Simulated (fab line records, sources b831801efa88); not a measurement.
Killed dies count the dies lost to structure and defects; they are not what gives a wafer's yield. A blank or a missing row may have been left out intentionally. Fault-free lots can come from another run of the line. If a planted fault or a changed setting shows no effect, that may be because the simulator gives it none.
Which of the tools did it? | flow gf180mcu | Sampling: 12 lots, 34 wafers, 4 of 602 route steps

== WHAT EACH GAUGE READ, for each wafer ==
GF_V5_RS_MEAS_24: a four-point-probe measurement. Usual: for V5_W_RS the level is 0.329 ohm/sq and the standard deviation is 0.0036.
lot  | measured     | on            | V5_W_RS (ohm/sq)  | flag
L371 | day 27 19:52 | film metro-01 | 0.331 0.328 0.327 |
L372 | day 28 01:02 | film metro-01 | 0.324 0.322 0.322 |
L373 | day 28 10:40 | film metro-04 | 0.329 0.331 0.331 |
L374 | day 28 15:38 | film metro-02 | 0.326 0.331 0.327 |
L376 | day 29 05:51 | film metro-02 | 0.330 0.330 0.326 |
L377 | day 29 21:01 | film metro-01 | 0.334 0.329 0.333 |
L382 | day 30 23:47 | film metro-02 | 0.331 0.325 0.329 |
L384 | day 31 17:35 | film metro-01 | 0.336 0.338 0.337 |
L388 | day 32 20:43 | film metro-02 | 0.324 0.328 0.328 |
L390 | day 33 00:48 | film metro-02 | 0.329 0.329       |
L391 | day 33 13:20 | film metro-02 | 0.328 0.322 0.326 |
L393 | day 33 19:04 | film metro-01 | 0.332 0.325       |

GF_TOP_METAL_CD_MEAS_14 targets a cd of 440 nm. Usual: cd nm at 439.9 nm, with a standard deviation of 2.3.
lot  | measured     | on        | cd nm (nm)        | flag
L371 | day 28 15:29 | cd sem-02 | 437.4 440.2 438.7 |
L372 | day 28 21:14 | cd sem-02 | 442.4 442.5 439.8 |
L373 | day 29 06:48 | cd sem-02 | 440.2 439.2 437.6 |
L374 | day 29 11:03 | cd sem-02 | 439.0 438.1 435.9 |
L376 | day 30 01:23 | cd sem-02 | 437.3 434.6 436.1 |
L377 | day 30 15:30 | cd sem-01 | 440.4 441.9 442.4 |
L382 | day 31 17:52 | cd sem-02 | 443.2 442.3 443.1 |
L384 | day 32 10:54 | cd sem-01 | 443.3 441.5 442.0 |
L388 | day 33 13:11 | cd sem-02 | 437.5 439.6 438.5 |
L390 | day 33 17:16 | cd sem-01 | 437.3 437.6       |
L391 | day 34 05:05 | cd sem-02 | 437.6 439.7 439.3 |
L393 | day 34 10:55 | cd sem-01 | 440.3 441.4       |

GF_PASSIVATION_THK_MEAS_01. Usual: for PASSIVATION_CVD_00_THK the level is 1000 nm and the standard deviation is 13.
lot  | measured     | on            | PASSIVATION_CVD_00_THK (nm) | flag
L371 | day 28 16:35 | film metro-03 | 989 1010 1006               |
L372 | day 28 22:11 | film metro-04 | 990 984 1005                |
L373 | day 29 07:44 | film metro-04 | 992 983 1000                |
L374 | day 29 11:59 | film metro-03 | 998 992 1002                |
L376 | day 30 02:20 | film metro-04 | 1007 1016 1016              |
L377 | day 30 16:38 | film metro-04 | 982 981 985                 |
L382 | day 31 18:48 | film metro-01 | 996 983 1005                |
L384 | day 32 11:54 | film metro-03 | 1005 985 999                |
L388 | day 33 14:10 | film metro-04 | 989 995 1021                |
L390 | day 33 18:12 | film metro-01 | 721 1020                    | OFF
L391 | day 34 06:01 | film metro-03 | 991 985 1007                |
L393 | day 34 11:53 | film metro-01 | 727 1027                    | OFF

== WHICH TOOL RAN EACH LOT (tool, then ch and the chambers of the sampled wafers, then the start) ==
lot  | GF_PASSIVATION_CVD_00
L371 | pecvd-03 ch 1,2, day 28 16:31
L372 | pecvd-03 ch 0,1,2, day 28 22:06
L373 | pecvd-02 ch 0,1,2, day 29 07:38
L374 | pecvd-03 ch 0,2, day 29 11:55
L376 | pecvd-02 ch 0,1, day 30 02:15
L377 | pecvd-03 ch 0,1, day 30 16:33
L382 | pecvd-01 ch 0,2, day 31 18:43
L384 | pecvd-03 ch 0,1, day 32 11:49
L388 | pecvd-02 ch 1,2, day 33 14:05
L390 | pecvd-03 ch 1, day 33 18:06
L391 | pecvd-01 ch 0,1,2, day 34 05:55
L393 | pecvd-03 ch 0,1, day 34 11:47
- GF_PASSIVATION_CVD_00: deposits SiO2 from TEOS, target thk 1000 nm, time 111.95 s.

== AS READ BY THE TOOLS THEMSELVES (means over the sampled wafers that have a number; for cases with no such wafer, the mark the record gives instead) ==
GF_PASSIVATION_CVD_00. Usual: heater power w at 671 W, with a standard deviation of 89.
lot  | tool     | heater power w (W) | flag
L371 | pecvd-03 | 668                |
L372 | pecvd-03 | 662                |
L373 | pecvd-02 | 685                |
L374 | pecvd-03 | 686                |
L376 | pecvd-02 | 749                |
L377 | pecvd-03 | 655                |
L382 | pecvd-01 | 720                |
L384 | pecvd-03 | 674                |
L388 | pecvd-02 | 745                |
L390 | pecvd-03 | 574                |
L391 | pecvd-01 | 695                |
L393 | pecvd-03 | 553                |

== THE ANSWER, worked out from the rows above alone ==
Rule: a lot counts as off when the mean over its wafers that have a number is more than 3 standard deviations away from the usual mean. Also off: a lot with no number at a reading for which 4 or more lots have one. Where the step has rows for the other lots, those lots are counted as sound. The gauges are gone through in route order, then the tools' own readings, and for those a lot's mean is taken as printed above. At the first step where some lot is off, the reading lying furthest off is the one used; lots without a number count as furthest.
Off: at GF_PASSIVATION_THK_MEAS_01 (PASSIVATION_CVD_00_THK), L390, L393.
If a tool, at a process step before that reading, ran all the lots that are off and no sound lot after the first of them, it fits. The gauges at GF_PASSIVATION_THK_MEAS_01 are tried like those tools. 2 tools fit, pecvd-03 at GF_PASSIVATION_CVD_00 and film metro-01 at GF_PASSIVATION_THK_MEAS_01, so this cannot tell which one it is.

== WHAT WAS PUT IN BY THE SIMULATOR ==
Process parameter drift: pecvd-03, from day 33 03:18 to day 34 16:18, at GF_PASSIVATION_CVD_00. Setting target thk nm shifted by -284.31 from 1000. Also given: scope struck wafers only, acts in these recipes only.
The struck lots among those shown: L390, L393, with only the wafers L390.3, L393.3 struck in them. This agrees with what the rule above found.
